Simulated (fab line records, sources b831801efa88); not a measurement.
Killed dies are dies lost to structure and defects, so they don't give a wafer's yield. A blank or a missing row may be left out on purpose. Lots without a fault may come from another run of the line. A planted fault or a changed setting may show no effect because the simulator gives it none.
Which tool did it? | flow sfq_line | 13 lots, 39 wafers sampled, at 3 steps of a route of 325

WHAT THE GAUGES READ, wafer by wafer
SFQ_M1_RS_MEAS_909: measures by four-point-probe. Usual: M1_NB_RS 0.891 ohm/sq, standard deviation 0.0098.
lot  | measured     | on            | M1_NB_RS (ohm/sq) | flag
L960 | day 10 16:38 | film_metro-03 | 0.891 0.895 0.897 |
L961 | day 11 03:25 | film_metro-01 | 0.873 0.879 0.875 |
L965 | day 12 07:04 | film_metro-01 | 0.902 0.897 0.900 |
L968 | day 12 20:16 | film_metro-01 | 0.895 1.122 1.120 | OFF
L969 | day 12 23:49 | film_metro-03 | 0.863 0.869 0.874 |
L973 | day 14 01:01 | film_metro-01 | 0.889 0.891 0.891 |
L976 | day 14 23:07 | film_metro-01 | 0.884 0.889 0.874 |
L977 | day 15 07:52 | film_metro-02 | 0.905 0.905 0.909 |
L979 | day 15 22:07 | film_metro-02 | 0.905 0.898 0.902 |
L980 | day 16 11:16 | film_metro-02 | 0.885 0.885 0.892 |
L981 | day 16 14:57 | film_metro-02 | 0.896 0.890 0.897 |
L982 | day 16 23:20 | film_metro-01 | 0.909 0.894 0.911 |
L983 | day 17 01:41 | film_metro-02 | 0.901 0.905 0.912 |

WHICH TOOL RAN EACH LOT (tool, then ch and the chambers of the sampled wafers, then the start)
lot  | SFQ_TRILAYER_L0_STRIP_STRIP_009  | SFQ_TRILAYER_M1_DEP_SPUTTER_037
L960 | rie_metal-01 ch 0,1, day 2 13:57 | pvd_sputter-05, day 10 16:32
L961 | rie_metal-02 ch 1, day 2 15:09   | pvd_sputter-06, day 11 03:20
L965 | rie_metal-04 ch 0, day 3 19:28   | pvd_sputter-03, day 12 06:56
L968 | rie_metal-01 ch 0,1, day 4 10:07 | pvd_sputter-03, day 12 20:09
L969 | rie_metal-04 ch 0,1, day 4 14:55 | pvd_sputter-06, day 12 23:44
L973 | rie_metal-04 ch 0,1, day 5 08:55 | pvd_sputter-06, day 14 00:56
L976 | rie_metal-04 ch 0,1, day 5 20:55 | pvd_sputter-06, day 14 22:59
L977 | rie_metal-04 ch 0,1, day 5 23:19 | pvd_sputter-06, day 15 07:47
L979 | rie_metal-01 ch 0,1, day 6 13:58 | pvd_sputter-05, day 15 21:59
L980 | rie_metal-04 ch 0,1, day 6 19:46 | pvd_sputter-03, day 16 11:11
L981 | rie_metal-01 ch 0,1, day 7 00:34 | pvd_sputter-03, day 16 14:52
L982 | rie_metal-02 ch 0,1, day 7 06:46 | pvd_sputter-03, day 16 23:12
L983 | rie_metal-02 ch 0,1, day 7 08:58 | pvd_sputter-05, day 17 01:36
- SFQ_TRILAYER_L0_STRIP_STRIP_009: strips in O2.
- SFQ_TRILAYER_M1_DEP_SPUTTER_037: material Nb, target thk 200 nm, time 133.3 s.

WHAT THE TOOLS THEMSELVES READ (means of the sampled wafers that have a number; where no wafer has one, the mark that the record gives instead)
SFQ_TRILAYER_L0_STRIP_STRIP_009. Usual: drypump_motor_current_A 5.30 A, standard deviation 0.28; oes_product_au 0.998 a.u., standard deviation 0.0085; platen_temp_c 40.02 C, standard deviation 0.12.
lot  | tool         | drypump_motor_current_A (A) | oes_product_au (a.u.) | platen_temp_c (C) | flag
L960 | rie_metal-01 | 5.38                        | 0.997                 | 40.01             |
L961 | rie_metal-02 | 5.68                        | 0.989                 | 40.03             |
L965 | rie_metal-04 | 4.86                        | 1.003                 | 40.05             |
L968 | rie_metal-01 | 5.37                        | 0.999                 | 40.02             |
L969 | rie_metal-04 | 5.08                        | 1.000                 | 39.87             |
L973 | rie_metal-04 | 5.07                        | 0.998                 | 40.00             |
L976 | rie_metal-04 | 5.27                        | 1.000                 | 40.05             |
L977 | rie_metal-04 | 5.26                        | 0.989                 | 39.93             |
L979 | rie_metal-01 | 5.35                        | 1.012                 | 40.09             |
L980 | rie_metal-04 | 5.26                        | 0.990                 | 39.93             |
L981 | rie_metal-01 | 5.34                        | 1.005                 | 39.87             |
L982 | rie_metal-02 | 5.55                        | 0.985                 | 40.02             |
L983 | rie_metal-02 | 5.54                        | 0.999                 | 39.95             |

SFQ_TRILAYER_M1_DEP_SPUTTER_037. Usual: throttle_valve_pct 30.0 %, standard deviation 1.2.
lot  | tool           | throttle_valve_pct (%) | flag
L960 | pvd_sputter-05 | 29.7                   |
L961 | pvd_sputter-06 | 29.1                   |
L965 | pvd_sputter-03 | 30.3                   |
L968 | pvd_sputter-03 | 29.0                   |
L969 | pvd_sputter-06 | 30.3                   |
L973 | pvd_sputter-06 | 30.5                   |
L976 | pvd_sputter-06 | 29.5                   |
L977 | pvd_sputter-06 | 29.1                   |
L979 | pvd_sputter-05 | 30.7                   |
L980 | pvd_sputter-03 | 30.4                   |
L981 | pvd_sputter-03 | 29.0                   |
L982 | pvd_sputter-03 | 28.3                   |
L983 | pvd_sputter-05 | 30.1                   |

THE ANSWER, worked out from the rows above alone
Rule: a lot is off if the mean of its wafers that have a number lies more than 3 standard deviations from the usual mean. A lot without any number at a reading at which 4 lots or more have one is off too. The other lots that the step has rows for count as sound. The gauges are gone through in route order, then the tools' own readings, and for those a lot's mean is taken as printed above. The first step at which some lot is off is used, and at that step the reading that is off furthest; a lot without a number counts as furthest.
Off: L968, at SFQ_M1_RS_MEAS_909 (M1_NB_RS).
A tool fits if, at a process step before that reading, it ran every lot that is off, and no sound lot after the first of them. The gauges at SFQ_M1_RS_MEAS_909 are tried like those tools. None of those tried fits.

WHAT THE SIMULATOR HAD PUT IN
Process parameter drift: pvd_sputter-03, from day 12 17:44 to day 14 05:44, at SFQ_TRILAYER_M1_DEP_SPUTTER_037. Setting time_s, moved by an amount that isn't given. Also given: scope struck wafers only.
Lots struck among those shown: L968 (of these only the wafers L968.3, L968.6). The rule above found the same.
